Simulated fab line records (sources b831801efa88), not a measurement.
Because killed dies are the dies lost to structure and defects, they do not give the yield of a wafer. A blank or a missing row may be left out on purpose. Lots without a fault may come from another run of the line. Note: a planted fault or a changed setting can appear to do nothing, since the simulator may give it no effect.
Which tool did it?    flow gf180mcu    21 wafers from 7 lots sampled at 3 of the route's 602 steps

== WHAT EACH GAUGE READ, for each wafer ==
GF_SAB_OVL_MEAS_10.
lot   measured      on          SAB_OVL (nm)
L266  day 16 07:26  overlay-01  -1.3 -3.0 -2.5
L268  day 17 00:39  overlay-01  -0.7 -0.9 -0.4
L275  day 19 12:06  overlay-02  -2.0 -0.6 -1.6
L277  day 20 18:56  overlay-01  -2.6 0.5 -0.9
L279  day 21 03:24  overlay-01  -1.2 -2.5 0.7
L281  day 21 23:24  overlay-02  53.5 55.6 55.1 54.1 56.9 55.5
L284  day 22 16:23  overlay-02  -2.9 1.2 -3.1

== TOOL THAT RAN EACH LOT (tool first, then ch and the chambers of the sampled wafers, then the start) ==
lot   GF_HV_LDD_ETCHBACK_58               GF_SAB_EXPOSE_06
L266  rie-diel-03 ch 1,2, day 13 15:00    iline-stepper-01 ch 0, day 15 20:31
L268  rie-diel-02 ch 2,3, day 14 06:14    iline-stepper-02 ch 0, day 16 13:01
L275  rie-diel-02 ch 1,3, day 16 12:38    iline-stepper-01 ch 0, day 19 00:10
L277  rie-diel-03 ch 0,2, day 17 17:47    iline-stepper-02 ch 0, day 20 06:54
L279  rie-diel-04 ch 0,2,3, day 18 02:11  iline-stepper-02 ch 0, day 20 15:58
L281  rie-diel-04 ch 0,1,2, day 18 21:43  iline-stepper-01 ch 0, day 21 11:30
L284  rie-diel-02 ch 0,1,2, day 19 16:17  iline-stepper-02 ch 0, day 22 04:45
- GF_HV_LDD_ETCHBACK_58: etches Si3N4 in CH3F/O2, stops on SiO2, time 100 s, target depth 90 nm.
- GF_SAB_EXPOSE_06: exposes mask SAB, target cd 420 nm.

== THE ANSWER, worked out from the rows above alone ==
Rule: usual is defined by the lots themselves. Put in order of their means at a reading, lots are off if they are a third of the lots or fewer, leave a main group of 4 or more, and stand apart from it by a gap of 3 or more times the standard deviation of the main group's means; of several such gaps the widest counts. If all means in a main group match to the digits the tables above print for the reading, that group is not used. Also off: a lot with no number at a reading for which 4 or more lots have one. Any other lot the step has rows for is counted as sound.
Off: L281, at GF_SAB_OVL_MEAS_10 (SAB_OVL). Main group: mean -1.3 nm, sd 0.52.
If a tool, at a process step before that reading, ran all the lots that are off and no sound lot after the first of them, it fits. Gauges at GF_SAB_OVL_MEAS_10: tried the same way as those tools. 2 tools fit, rie-diel-04 at GF_HV_LDD_ETCHBACK_58 and iline-stepper-01 at GF_SAB_EXPOSE_06, so this cannot tell which one it is.

== WHAT THE SIMULATOR HAD PUT IN ==
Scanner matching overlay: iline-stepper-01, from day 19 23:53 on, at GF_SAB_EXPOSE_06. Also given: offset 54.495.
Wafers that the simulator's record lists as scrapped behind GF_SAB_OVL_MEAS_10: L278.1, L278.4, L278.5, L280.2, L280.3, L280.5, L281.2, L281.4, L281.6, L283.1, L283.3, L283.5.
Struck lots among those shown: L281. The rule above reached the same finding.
